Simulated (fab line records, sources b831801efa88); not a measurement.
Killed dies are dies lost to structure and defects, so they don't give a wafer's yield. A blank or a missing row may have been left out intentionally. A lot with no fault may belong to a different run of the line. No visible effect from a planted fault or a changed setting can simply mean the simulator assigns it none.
Struck lot and sound lot, side by side -- flow sfq_line -- 42 out of 325 route steps
Sound: the wafers L463.2, L463.4, L463.5. Wafers L460.3, L460.5, L460.6 were the ones struck. At the end, the cause is stated.
For every step that has rows: the tool of each side, followed by ch and its chambers, followed by its first start. Under that, the readings that differ: sound wafers -- struck wafers -- difference of the means -- sigmas: that difference in standard deviations of wafers without a fault.
alike: readings whose means differ by less than 2 such deviations, and words and numbers that are the same on both sides. not compared: withheld readings, readings that some wafer has no value for, bounds like >300 that may hide the same value, and numbers for which the record gives no deviation and whose values overlap.
Wherever a step has rows on one side only, a row that says differs or no value, or a row with sigmas, the two part there. Numbers that have no deviation but don't overlap get no sigmas and don't part them. A reading that every wafer of one side lacks parts them only if that side has two wafers or more.

first, 1 step without rows for these wafers: SFQ_TRILAYER_I5_ETCH_VIA_ETCH_147 (etches the open film in CHF3, stops on Nb, target depth 360 nm).
SFQ_TRILAYER_I5_STRIP_STRIP_148: strips in O2.
  sound on rie_metal-02 ch 0,1, day 64 08:46; struck on rie_metal-02 ch 0,1, day 62 14:58
  alike: chamber_pressure_mTorr, drypump_motor_current_A, he_backside_leak_sccm, oes_product_au
  not compared: rf_hours_counter_h
then, 7 steps without rows for these wafers: SFQ_TRILAYER_I5_STRIP_SOLV_CLEAN_149 (cleans in NMP, time 600 s); SFQ_TRILAYER_C5_LITHO_COAT_156 (resist thk 62 nm); SFQ_TRILAYER_C5_LITHO_COAT_151 (resist thk 650 nm); SFQ_TRILAYER_C5_LITHO_SOFTBAKE_155; SFQ_TRILAYER_C5_LITHO_EXPOSE_152 (exposes mask C5, target cd 500 nm); SFQ_TRILAYER_C5_LITHO_PEB_154 (peb time 60 s); SFQ_TRILAYER_C5_LITHO_DEVELOP_153 (time 60 s).
-- the record jumps here: 4 days lie between the struck wafers' starts before and after --
SFQ_C5_OVL_MEAS_937:
  sound on overlay-02 at day 68 22:47; struck on overlay-01 at day 67 01:35
  alike: C5_OVL
then, 2 steps without rows for these wafers: SFQ_TRILAYER_C5_BARC_OPEN_VIA_ETCH_210 (etches BARC in O2, target depth 125 nm, time 41.7 s); SFQ_TRILAYER_C5_ETCH_VIA_ETCH_154 (etches SiO2 in CHF3, stops on Nb, target depth 84 nm).
SFQ_TRILAYER_C5_STRIP_STRIP_155: strips in O2.
  sound on rie_metal-01 ch 0, day 68 23:06; struck on rie_metal-01 ch 0,1, day 67 01:54
  no value came back on the struck wafers for chamber_pressure_mTorr (mTorr), drypump_motor_current_A (A), he_backside_leak_sccm (sccm), oes_product_au (a.u.); on the sound wafers chamber_pressure_mTorr (mTorr) reads 50.00 50.00 50.02
reading,sound,struck,difference,sigmas
model.KrF_of_TRILAYER_C5_LITHO_COAT_151.thk_nm (nm),0 0 0,560.7 557.9 556.4,+558.3,
model.BARC_of_TRILAYER_C5_LITHO_COAT_156.thk_nm (nm),0 0 0,61.74 61.66 61.84,+61.75,
  not compared: rf_hours_counter_h
then, 2 steps without rows for these wafers: SFQ_TRILAYER_C5_STRIP_SOLV_CLEAN_156 (cleans in NMP, time 600 s); SFQ_TRILAYER_M6_DEP_PRE_CLEAN_158 (time 22.5 s).
SFQ_TRILAYER_M6_DEP_SPUTTER_157: material Nb, target thk 200 nm, time 133.3 s.
  sound on pvd_sputter-04 at day 69 00:19; struck on pvd_sputter-04 at day 67 02:30
  alike: throttle_valve_pct
SFQ_M6_RS_MEAS_938: uses a four-point probe to measure.
  sound on film_metro-01 at day 69 00:25; struck on film_metro-03 at day 67 02:38
  alike: M6_NB_RS
then, 6 steps without rows for these wafers: SFQ_TRILAYER_M6_LITHO_COAT_164 (resist thk 62 nm); SFQ_TRILAYER_M6_LITHO_COAT_159 (resist thk 600 nm); SFQ_TRILAYER_M6_LITHO_SOFTBAKE_163; SFQ_TRILAYER_M6_LITHO_EXPOSE_160 (exposes mask M6, target cd 500 nm); SFQ_TRILAYER_M6_LITHO_PEB_162 (peb time 60 s); SFQ_TRILAYER_M6_LITHO_DEVELOP_161 (time 60 s).
SFQ_M6_OVL_MEAS_940:
  sound on overlay-02 at day 69 06:44; struck on overlay-02 at day 67 07:32
  alike: M6_OVL
SFQ_TRILAYER_M6_BARC_OPEN_METAL_ETCH_206: etches BARC in O2, target depth 125 nm, time 41.7 s.
  sound on rie_metal-03 ch 0,1, day 69 06:46; struck on rie_metal-02 ch 0,1, day 67 07:35
  alike: drypump_motor_current_A, he_backside_leak_sccm, oes_product_au
  not compared: rf_hours_counter_h
then, 1 step without rows for these wafers: SFQ_TRILAYER_M6_ETCH_METAL_ETCH_162 (etches Nb in Cl2/Ar, stops on SiO2, target depth 240 nm, time 120 s).
SFQ_TRILAYER_M6_STRIP_STRIP_163: strips in O2.
  sound on rie_metal-03 ch 0,1, day 69 06:57; struck on rie_metal-02 ch 0,1, day 67 07:57
  alike: chamber_pressure_mTorr, drypump_motor_current_A, he_backside_leak_sccm, oes_product_au
  not compared: rf_hours_counter_h
then, 3 steps without rows for these wafers: SFQ_TRILAYER_M6_STRIP_SOLV_CLEAN_164 (cleans in NMP, time 600 s); SFQ_TRILAYER_I6_DEP_PECVD_165 (deposits SiO2 from SiH4/N2O, time 111.11 s, target thk 500 nm); SFQ_TRILAYER_I6_CMP_CMP_166 (polishes SiO2).
SFQ_I6_BOW_MEAS_941:
  sound on film_metro-02 at day 69 10:49; struck on film_metro-02 at day 68 19:29
  alike: I6_BOW
then, 7 steps without rows for these wafers: SFQ_TRILAYER_I6_METRO_MEASURE_167; SFQ_TRILAYER_I6_VIA_LITHO_COAT_174 (resist thk 62 nm); SFQ_TRILAYER_I6_VIA_LITHO_COAT_169 (resist thk 650 nm); SFQ_TRILAYER_I6_VIA_LITHO_SOFTBAKE_173; SFQ_TRILAYER_I6_VIA_LITHO_EXPOSE_170 (exposes mask I6, target cd 700 nm); SFQ_TRILAYER_I6_VIA_LITHO_PEB_172 (peb time 60 s); SFQ_TRILAYER_I6_VIA_LITHO_DEVELOP_171 (time 60 s).
SFQ_I6_OVL_MEAS_942:
  sound on overlay-02 at day 69 18:50; struck on overlay-01 at day 69 03:35
  alike: I6_OVL
SFQ_TRILAYER_I6_VIA_BARC_OPEN_VIA_ETCH_235: etches BARC in O2, target depth 125 nm, time 41.7 s.
  sound on rie_diel-04 ch 0,1,3, day 69 18:52; struck on rie_diel-04 ch 0,1,3, day 69 03:37
  alike: drypump_motor_current_A, oes_product_au
  not compared: rf_hours_counter_h
then, 1 step without rows for these wafers: SFQ_TRILAYER_I6_VIA_ETCH_VIA_ETCH_172 (etches SiO2 in CHF3, stops on Nb, target depth 260 nm).
-- the record jumps here: 10 days lie between the struck wafers' starts before and after --
SFQ_M8_BOW_MEAS_951:
  sound on film_metro-02 at day 79 15:26; struck on film_metro-02 at day 79 09:28
reading,sound,struck,difference,sigmas
model.etest.m6.ohm_sq,0.8782 0.8908 0.8742,1e+06 1e+06 1e+06,+1e+06,
model.etest.m6.ohm_um,1.748 1.763 1.725,1e+06 1e+06 1e+06,+1e+06,
model.etest.i6.link_ohm,1.859 1.877 1.863,1e+06 1e+06 1e+06,+1e+06,
model.etest.i5.link_ohm,2.247 2.269 2.241,1e+06 1e+06 1e+06,+1e+06,
model.etest.c5.link_ohm,8.026 8.096 8.014,1e+06 1e+06 1e+06,+1e+06,
model.etest.jj.g_times,0.9906 1 1,0 0 0,-1,
  alike: M8_BOW

## WHERE THEY PART
Only at SFQ_TRILAYER_C5_STRIP_STRIP_155, within this record. Later steps at which nothing parts them and some readings are alike: SFQ_TRILAYER_M6_DEP_SPUTTER_157, SFQ_M6_RS_MEAS_938, SFQ_M6_OVL_MEAS_940, SFQ_TRILAYER_M6_BARC_OPEN_METAL_ETCH_206, SFQ_TRILAYER_M6_STRIP_STRIP_163, SFQ_I6_BOW_MEAS_941, SFQ_I6_OVL_MEAS_942, SFQ_TRILAYER_I6_VIA_BARC_OPEN_VIA_ETCH_235, SFQ_M8_BOW_MEAS_951.

WHY: what the simulator had put in
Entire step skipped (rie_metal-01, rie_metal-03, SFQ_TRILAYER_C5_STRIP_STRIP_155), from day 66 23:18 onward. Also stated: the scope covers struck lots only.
